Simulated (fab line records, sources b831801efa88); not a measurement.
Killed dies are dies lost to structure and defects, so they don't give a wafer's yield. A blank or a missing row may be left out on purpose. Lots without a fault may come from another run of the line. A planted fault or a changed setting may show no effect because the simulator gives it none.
Chamber matching | flow gf180mcu | GF_V1_ETCH_16 on rie_diel-04: 4 sister chambers
The step etches BARC in N2/H2. 16 wafers are shown with their chamber, then 8 later ones without.

WAFERS WITH THEIR CHAMBER
wafer  | chamber | drypump_motor_current_A (A) | oes_product_au (a.u.) | throttle_valve_pct (%)
L075.1 | 1       | 5.6                         | 0.858                 | 13.228
L075.4 | 2       | 5.8                         | 0.858                 | 13.231
L075.6 | 1       | 5.6                         | 0.862                 | 13.238
L079.1 | 2       | 5.8                         | 0.857                 | 13.213
L079.2 | 3       | 5.5                         | 0.857                 | 13.230
L079.3 | 1       | 5.6                         | 0.859                 | 13.208
L079.4 | 2       | 5.7                         | 0.854                 | 13.226
L079.5 | 3       | 5.5                         | 0.853                 | 13.223
L079.6 | 1       | 5.6                         | 0.851                 | 13.227
L081.4 | 3       | 5.5                         | 0.848                 | 13.238
L081.5 | 0       | 5.5                         | 0.857                 | 13.225
L081.6 | 1       | 5.6                         | 0.853                 | 13.226
L086.1 | 3       | 5.5                         | 0.863                 | 13.231
L086.4 | 0       | 5.5                         | 0.863                 | 13.236
L086.5 | 2       | 5.8                         | 0.856                 | 13.221
L091.3 | 3       | 5.5                         | 0.854                 | 13.226

SIGNATURES (means of the wafers above)
reading                 | chamber 0 | chamber 1 | chamber 2 | chamber 3 | scatter within a chamber
drypump_motor_current_A | 5.500     | 5.600     | 5.775     | 5.500     | 0.025
oes_product_au          | 0.86000   | 0.85660   | 0.85625   | 0.85500   | 0.00438
throttle_valve_pct      | 13.23050  | 13.22540  | 13.22275  | 13.22960  | 0.00835
Rule: a wafer's distance from a chamber is the root of the sum, over the readings, of the square of ((its reading less the chamber's mean) divided by the reading's scatter). The wafer belongs to the nearest chamber; if the next one is less than 2 further off, it can't be placed. The scatter: the root of (the sum of the squares of (reading less its chamber's mean) over the shown wafers, divided by (wafers less chambers)).

WAFERS WITHOUT THEIR CHAMBER
wafer  | drypump_motor_current_A (A) | oes_product_au (a.u.) | throttle_valve_pct (%)
L091.5 | 5.5                         | 0.855                 | 13.209
L091.6 | 5.6                         | 0.862                 | 13.217
L090.4 | 5.5                         | 0.853                 | 13.225
L090.5 | 5.6                         | 0.865                 | 13.218
L090.6 | 5.8                         | 0.855                 | 13.226
L097.1 | 5.5                         | 0.850                 | 13.222
L097.3 | 5.6                         | 0.859                 | 13.227
L097.4 | 5.5                         | 0.851                 | 13.228

WHICH CHAMBER EACH WENT THROUGH
wafer  | from the rows above     | in truth
L091.5 | can't be placed: 3 or 0 | 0
L091.6 | 1                       | 1
L090.4 | can't be placed: 3 or 0 | 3
L090.5 | 1                       | 1
L090.6 | 2                       | 2
L097.1 | can't be placed: 3 or 0 | 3
L097.3 | 1                       | 1
L097.4 | can't be placed: 3 or 0 | 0
Placed correctly: 4 of 8. Can't be placed from these rows: 4 (the true chamber is among the candidates in 4). Placed wrongly: 0.
